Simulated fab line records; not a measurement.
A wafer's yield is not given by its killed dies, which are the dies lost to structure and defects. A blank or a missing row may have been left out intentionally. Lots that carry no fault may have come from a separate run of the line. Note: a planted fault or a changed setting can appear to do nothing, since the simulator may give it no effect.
One fault seen from 2 desks | flow sky130 | each desk has only its own numbers; what lay behind them comes last

## METROLOGY DESK
Lot by lot, what the gauges showed, no matter which tool ran the lot: averages of those sampled wafers that carry a number. The brackets show how far a lot's mean lies from the usual mean; more than 4 standard deviations puts the lot out of limits, marked OUT.
Columns: A = FIELD_ISO_CVD_24_THK at SKY_FIELD_ISO_THK_MEAS_25, usual 596 nm; B = cdNm at SKY_VT_ADJUST_HVTP_CD_MEAS_07, usual 380.1 nm; C = VT_ADJUST_HVTR_TW at SKY_VT_ADJUST_HVTR_TW_MEAS_11, usual 208.6; D = SONOS_TUNNEL_TW at SKY_SONOS_TUNNEL_TW_MEAS_12, usual 195.6
lot  | first seen here | A   | B     | C                | D
L218 | day 2 15:04     | 590 | 381.9 | 208.8            | 194.4
L222 | day 3 13:37     | 599 | 377.1 | 224.7 (+9.0) OUT | 195.3
L224 | day 3 20:17     | 593 | 381.1 | 224.5 (+8.8) OUT | 195.4
L226 | day 4 05:02     | 600 | 379.0 | 228.3 (+11) OUT  | 194.4
L230 | day 5 02:48     | 595 | 378.4 | 208.6            | 195.3
L232 | day 5 13:14     | 602 | 378.6 | 205.6            | 196.2
L233 | day 5 19:13     | 590 | 377.4 | 210.6            | 196.2
L234 | day 5 23:04     | 596 | 382.4 | 205.6            | 194.4
L235 | day 6 04:38     | 589 | 378.9 | 209.1            | 196.1
L236 | day 6 09:44     | 599 | 382.2 | 210.6            | 194.8
L237 | day 6 15:11     | 596 | 375.7 | 210.5            | 194.5
L238 | day 6 19:19     | 598 | 381.7 | 210.2            | 197.4
L240 | day 7 09:29     | 598 | 380.6 | 209.1            | 194.1
This desk reports L222, L224, L226 out of limits; the earliest was L222 at day 11 02:46 (VT_ADJUST_HVTR_TW at SKY_VT_ADJUST_HVTR_TW_MEAS_11). L218, L230, L232, L233, L234, L235, L236, L237, L238, L240: within limits.

## AT THE TOOL OWNER'S DESK: implanter-03
The tool's own readings at SKY_VT_ADJUST_HVTR_IMPLANT_09, given as means over the sampled wafers that have a number, one for each lot that went through this tool. The brackets show how far a lot's mean lies from the usual mean; more than 4 standard deviations puts the lot out of limits, marked OUT.
Columns: A = doseIonsCm2 at SKY_VT_ADJUST_HVTR_IMPLANT_09, usual 2.0999e+12; B = faradayCurrentUA at SKY_VT_ADJUST_HVTR_IMPLANT_09, usual 11.87
lot  | first seen here | A                            | B
L218 | day 9 22:27     | 2.0986e+12                   | 11.78
L222 | day 11 02:31    | 2.7835e+12 (+99 or more) OUT | 15.60 (+16) OUT
L224 | day 11 14:46    | 2.7844e+12 (+99 or more) OUT | 15.19 (+14) OUT
L226 | day 12 00:00    | 2.7829e+12 (+99 or more) OUT | 15.71 (+17) OUT
This desk's verdict: out of limits on L222, L224, L226, starting with L222 at day 11 02:31 (doseIonsCm2 at SKY_VT_ADJUST_HVTR_IMPLANT_09). L218: within limits.

## BROUGHT TOGETHER
At day 11 02:31, on L222, L224, L226, the tool owner's desk was in a position to raise an alarm.
On L222, L224, L226, the metrology desk was in a position to raise an alarm at day 11 02:46.
All the named lots went through SKY_VT_ADJUST_HVTR_IMPLANT_09 on implanter-03.

## WHAT THE SIMULATOR HAD PUT IN
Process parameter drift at SKY_VT_ADJUST_HVTR_IMPLANT_09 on implanter-03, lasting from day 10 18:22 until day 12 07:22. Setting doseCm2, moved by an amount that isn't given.
Shown lots that were struck: L222, L224, L226.
Delay (hours) between the fault's onset and each desk's first out-of-limits reading: 8 at the tool owner's desk, 8 at the metrology desk.
